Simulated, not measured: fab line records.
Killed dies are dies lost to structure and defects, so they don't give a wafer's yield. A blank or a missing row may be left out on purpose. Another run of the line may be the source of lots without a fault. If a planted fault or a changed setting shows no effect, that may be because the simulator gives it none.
Which tool was responsible? :: flow sky130 :: Sampling: 11 lots, 33 wafers, 7 of 708 route steps

WHAT EACH GAUGE READ, for each wafer
SKY_LDD_N_TW_MEAS_17.
lot: L249
measured: day 18 01:50
on: film_metro-04
LDD_N_TW: 2565 2566 2561

lot: L250
measured: day 18 17:45
on: film_metro-01
LDD_N_TW: 2638 2636 2627

lot: L256
measured: day 20 16:31
on: film_metro-01
LDD_N_TW: 2618 2614 2612

lot: L258
measured: day 21 15:23
on: film_metro-04
LDD_N_TW: 2548 2567 2568

lot: L259
measured: day 22 03:53
on: film_metro-01
LDD_N_TW: 2619 2619 2634

lot: L260
measured: day 22 18:10
on: film_metro-04
LDD_N_TW: 2571 2564 2572

lot: L261
measured: day 23 00:32
on: film_metro-01
LDD_N_TW: 2631 2624 2608

lot: L263
measured: day 23 07:25
on: film_metro-01
LDD_N_TW: 2626 2626 2616

lot: L264
measured: day 23 17:08
on: film_metro-01
LDD_N_TW: 2613 2635 2630

lot: L265
measured: day 23 19:05
on: film_metro-04
LDD_N_TW: 2554 2560 2565

lot: L266
measured: day 24 20:43
on: film_metro-01
LDD_N_TW: 2612 2620 2620

SKY_LDD_LDN_TW_MEAS_13.
lot: L249
measured: day 23 05:25
on: film_metro-01
LDD_LDN_TW: 1508 1492 1514

lot: L250
measured: day 23 22:24
on: film_metro-01
LDD_LDN_TW: 1507 1509 1504

lot: L256
measured: day 25 17:02
on: film_metro-03
LDD_LDN_TW: 1458 1456 1456

lot: L258
measured: day 26 13:26
on: film_metro-03
LDD_LDN_TW: 1454 1450 1462

lot: L259
measured: day 27 03:41
on: film_metro-04
LDD_LDN_TW: 1461 1466 1453

lot: L260
measured: day 27 16:29
on: film_metro-01
LDD_LDN_TW: 1498 1503 1490

lot: L261
measured: day 27 20:44
on: film_metro-04
LDD_LDN_TW: 1457 1459 1468

lot: L263
measured: day 28 03:26
on: film_metro-01
LDD_LDN_TW: 1507 1510 1509

lot: L264
measured: day 28 12:58
on: film_metro-03
LDD_LDN_TW: 1442 1448 1445

lot: L265
measured: day 28 16:34
on: film_metro-01
LDD_LDN_TW: 1511 1506 1508

lot: L266
measured: day 29 15:26
on: film_metro-01
LDD_LDN_TW: 1496 1493 1493

SKY_SD_P_TW_MEAS_11.
lot: L249
measured: day 25 17:58
on: film_metro-03
SD_P_TW: 2781 2778 2788

lot: L250
measured: day 27 10:46
on: film_metro-04
SD_P_TW: 2797 2787 2794

lot: L256
measured: day 28 04:11
on: film_metro-04
SD_P_TW: 2808 2796 2816

lot: L258
measured: day 29 00:47
on: film_metro-04
SD_P_TW: 2799 2818 2804

lot: L259
measured: day 29 13:10
on: film_metro-04
SD_P_TW: 2813 2809 2797

lot: L260
measured: day 30 02:52
on: film_metro-03
SD_P_TW: 2790 2781 2776

lot: L261
measured: day 30 06:58
on: film_metro-02
SD_P_TW: 2825 2826 2834

lot: L263
measured: day 30 13:32
on: film_metro-02
SD_P_TW: 2620 2626 2638

lot: L264
measured: day 30 23:16
on: film_metro-02
SD_P_TW: 2620 2617 2627

lot: L265
measured: day 31 01:05
on: film_metro-03
SD_P_TW: 2785 2774 2759

lot: L266
measured: day 32 00:28
on: film_metro-02
SD_P_TW: 2622 2610 2626

SKY_SD_N_RS_MEAS_17: measures by four-point-probe.
lot: L249
measured: day 28 03:22
on: film_metro-04
SD_P_RS (ohm/sq): 147.2 147.1 147.1

lot: L250
measured: day 29 20:13
on: film_metro-04
SD_P_RS (ohm/sq): 147.4 147.5 147.7

lot: L256
measured: day 30 10:58
on: film_metro-02
SD_P_RS (ohm/sq): 147.5 147.0 147.2

lot: L258
measured: day 31 09:04
on: film_metro-02
SD_P_RS (ohm/sq): 146.8 147.3 147.2

lot: L259
measured: day 31 22:10
on: film_metro-03
SD_P_RS (ohm/sq): 147.2 146.9 147.5

lot: L260
measured: day 32 10:55
on: film_metro-04
SD_P_RS (ohm/sq): 147.1 148.0 147.3

lot: L261
measured: day 32 15:20
on: film_metro-02
SD_P_RS (ohm/sq): 146.8 146.6 147.1

lot: L263
measured: day 32 19:52
on: film_metro-02
SD_P_RS (ohm/sq): 152.7 152.5 153.0

lot: L264
measured: day 33 06:28
on: film_metro-02
SD_P_RS (ohm/sq): 152.6 152.5 152.7

lot: L265
measured: day 33 07:29
on: film_metro-04
SD_P_RS (ohm/sq): 147.0 146.7 146.5

lot: L266
measured: day 34 05:59
on: film_metro-04
SD_P_RS (ohm/sq): 152.3 152.8 152.5

SKY_LI_CONTACT_THK_MEAS_01.
lot: L249
measured: day 28 03:47
on: film_metro-02
LI_CONTACT_HDPCVD_THK (nm): 942 936 934

lot: L250
measured: day 29 20:34
on: film_metro-04
LI_CONTACT_HDPCVD_THK (nm): 931 933 934

lot: L256
measured: day 30 11:19
on: film_metro-03
LI_CONTACT_HDPCVD_THK (nm): 921 924 922

lot: L258
measured: day 31 09:26
on: film_metro-04
LI_CONTACT_HDPCVD_THK (nm): 932 935 943

lot: L259
measured: day 31 22:32
on: film_metro-02
LI_CONTACT_HDPCVD_THK (nm): 936 937 936

lot: L260
measured: day 32 11:15
on: film_metro-03
LI_CONTACT_HDPCVD_THK (nm): 913 934 920

lot: L261
measured: day 32 15:42
on: film_metro-03
LI_CONTACT_HDPCVD_THK (nm): 926 923 928

lot: L263
measured: day 32 20:14
on: film_metro-03
LI_CONTACT_HDPCVD_THK (nm): 926 921 934

lot: L264
measured: day 33 06:49
on: film_metro-03
LI_CONTACT_HDPCVD_THK (nm): 945 953 938

lot: L265
measured: day 33 07:49
on: film_metro-03
LI_CONTACT_HDPCVD_THK (nm): 931 913 916

lot: L266
measured: day 34 06:21
on: film_metro-04
LI_CONTACT_HDPCVD_THK (nm): 932 920 929

TOOL THAT RAN EACH LOT (tool first, then ch and the chambers of the sampled wafers, then the start)
lot: L249
SKY_SD_P_IMPLANT_09: implanter-01 ch 0, day 25 17:43
SKY_SD_P_STRIP_10: plasma_asher-04 ch 0,1, day 25 17:52

lot: L250
SKY_SD_P_IMPLANT_09: implanter-03 ch 0, day 27 10:32
SKY_SD_P_STRIP_10: plasma_asher-03 ch 0,1, day 27 10:40

lot: L256
SKY_SD_P_IMPLANT_09: implanter-04 ch 0, day 28 03:56
SKY_SD_P_STRIP_10: plasma_asher-04 ch 0,1, day 28 04:05

lot: L258
SKY_SD_P_IMPLANT_09: implanter-01 ch 0, day 29 00:32
SKY_SD_P_STRIP_10: plasma_asher-02 ch 0,1, day 29 00:41

lot: L259
SKY_SD_P_IMPLANT_09: implanter-01 ch 0, day 29 12:55
SKY_SD_P_STRIP_10: plasma_asher-03 ch 0,1, day 29 13:04

lot: L260
SKY_SD_P_IMPLANT_09: implanter-03 ch 0, day 30 02:40
SKY_SD_P_STRIP_10: plasma_asher-03 ch 0,1, day 30 02:47

lot: L261
SKY_SD_P_IMPLANT_09: implanter-03 ch 0, day 30 06:43
SKY_SD_P_STRIP_10: plasma_asher-03 ch 0,1, day 30 06:52

lot: L263
SKY_SD_P_IMPLANT_09: implanter-03 ch 0, day 30 13:17
SKY_SD_P_STRIP_10: plasma_asher-02 ch 1, day 30 13:26

lot: L264
SKY_SD_P_IMPLANT_09: implanter-03 ch 0, day 30 23:01
SKY_SD_P_STRIP_10: plasma_asher-03 ch 0,1, day 30 23:10

lot: L265
SKY_SD_P_IMPLANT_09: implanter-01 ch 0, day 31 00:52
SKY_SD_P_STRIP_10: plasma_asher-03 ch 0,1, day 31 00:59

lot: L266
SKY_SD_P_IMPLANT_09: implanter-03 ch 0, day 32 00:13
SKY_SD_P_STRIP_10: plasma_asher-03 ch 0,1, day 32 00:22
- SKY_SD_P_IMPLANT_09
- SKY_SD_P_STRIP_10: strips in O2/N2.

WHAT THE TOOLS THEMSELVES READ (means of the sampled wafers that have a number; where no wafer has one, the mark that the record gives instead)
SKY_SD_P_IMPLANT_09.
lot: L249
tool: implanter-01
beam_energy_keV: 19.995
dose_ions_cm2: 3e+15
tilt_deg (degrees): -0.001

lot: L250
tool: implanter-03
beam_energy_keV: 19.997
dose_ions_cm2: 3e+15
tilt_deg (degrees): -0.014

lot: L256
tool: implanter-04
beam_energy_keV: 20.001
dose_ions_cm2: 3e+15
tilt_deg (degrees): -0.024

lot: L258
tool: implanter-01
beam_energy_keV: 20.004
dose_ions_cm2: 3e+15
tilt_deg (degrees): 0.005

lot: L259
tool: implanter-01
beam_energy_keV: 20.002
dose_ions_cm2: 3e+15
tilt_deg (degrees): -0.007

lot: L260
tool: implanter-03
beam_energy_keV: 20.001
dose_ions_cm2: 3e+15
tilt_deg (degrees): -0.005

lot: L261
tool: implanter-03
beam_energy_keV: 19.988
dose_ions_cm2: 3e+15
tilt_deg (degrees): 0.009

lot: L263
tool: implanter-03
beam_energy_keV: 20.001
dose_ions_cm2: 2e+15
tilt_deg (degrees): 0.006

lot: L264
tool: implanter-03
beam_energy_keV: 19.995
dose_ions_cm2: 2e+15
tilt_deg (degrees): -0.007

lot: L265
tool: implanter-01
beam_energy_keV: 19.999
dose_ions_cm2: 3e+15
tilt_deg (degrees): -0.022

lot: L266
tool: implanter-03
beam_energy_keV: 19.992
dose_ions_cm2: 2e+15
tilt_deg (degrees): -0.003

SKY_SD_P_STRIP_10.
lot: L249
tool: plasma_asher-04
drypump_motor_current_A (A): 5.8
oes_product_au (a.u.): 0.619
strip_time_to_endpoint_s (s): 17.50

lot: L250
tool: plasma_asher-03
drypump_motor_current_A (A): 5.6
oes_product_au (a.u.): 0.621
strip_time_to_endpoint_s (s): 17.49

lot: L256
tool: plasma_asher-04
drypump_motor_current_A (A): 5.5
oes_product_au (a.u.): 0.615
strip_time_to_endpoint_s (s): 17.55

lot: L258
tool: plasma_asher-02
drypump_motor_current_A (A): 5.8
oes_product_au (a.u.): 0.613
strip_time_to_endpoint_s (s): 17.50

lot: L259
tool: plasma_asher-03
drypump_motor_current_A (A): 5.7
oes_product_au (a.u.): 0.616
strip_time_to_endpoint_s (s): 17.52

lot: L260
tool: plasma_asher-03
drypump_motor_current_A (A): 5.6
oes_product_au (a.u.): 0.614
strip_time_to_endpoint_s (s): 17.52

lot: L261
tool: plasma_asher-03
drypump_motor_current_A (A): 5.6
oes_product_au (a.u.): 0.615
strip_time_to_endpoint_s (s): 17.52

lot: L263
tool: plasma_asher-02
drypump_motor_current_A (A): 5.1
oes_product_au (a.u.): 0.627
strip_time_to_endpoint_s (s): 16.79

lot: L264
tool: plasma_asher-03
drypump_motor_current_A (A): 6.1
oes_product_au (a.u.): 0.632
strip_time_to_endpoint_s (s): 16.79

lot: L265
tool: plasma_asher-03
drypump_motor_current_A (A): 5.6
oes_product_au (a.u.): 0.616
strip_time_to_endpoint_s (s): 17.49

lot: L266
tool: plasma_asher-03
drypump_motor_current_A (A): 5.6
oes_product_au (a.u.): 0.635
strip_time_to_endpoint_s (s): 16.75

THE ANSWER, worked out from the rows above alone
Rule: the lots themselves supply what counts as usual. The widest of any qualifying gaps counts: lots, ordered by their means at a reading, are off when they make up no more than a third of the lots, leave a main group of 4 or more, and stand apart from it by 3 or more times the standard deviation of that group's means. A main group whose means are all the same, to the digits that the tables above print for the reading, isn't used. Also off: a lot with no number at a reading for which 4 or more lots have one. The other lots that the step has rows for count as sound. The gauges are gone through in route order, then the tools' own readings, and for those a lot's mean is taken as printed above. At the first step where some lot is off, the reading lying furthest off is the one used; lots without a number count as furthest.
Off: at SKY_SD_P_TW_MEAS_11 (SD_P_TW), L263, L264, L266. The main group has a mean of 2797 with a standard deviation of 17.
If a tool, at a process step before that reading, ran all the lots that are off and no sound lot after the first of them, it fits. The gauges at SKY_SD_P_TW_MEAS_11 aren't tried: what is off there is off at SKY_SD_P_STRIP_10 too, on other tools, and a gauge's error can't cause that. One fits: SKY_SD_P_IMPLANT_09 on implanter-03. Its last sound lot is L261 (day 30 06:43), its first lot that is off L263 (day 30 13:17): a fault that began between those two fits.
The tool's own readings at SKY_SD_P_IMPLANT_09 bear it out: on the lots that are off they differ by more than 5 times the standard deviation of the sound lots' means. dose_ions_cm2 reads 2e+15 there against 3e+15 on the sound lots.

WHAT THE SIMULATOR HAD INSERTED
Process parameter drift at SKY_SD_P_IMPLANT_09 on implanter-03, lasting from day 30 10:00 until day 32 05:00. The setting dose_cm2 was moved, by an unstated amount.
Shown lots that were struck: L263, L264, L266. Same finding as the rule above.
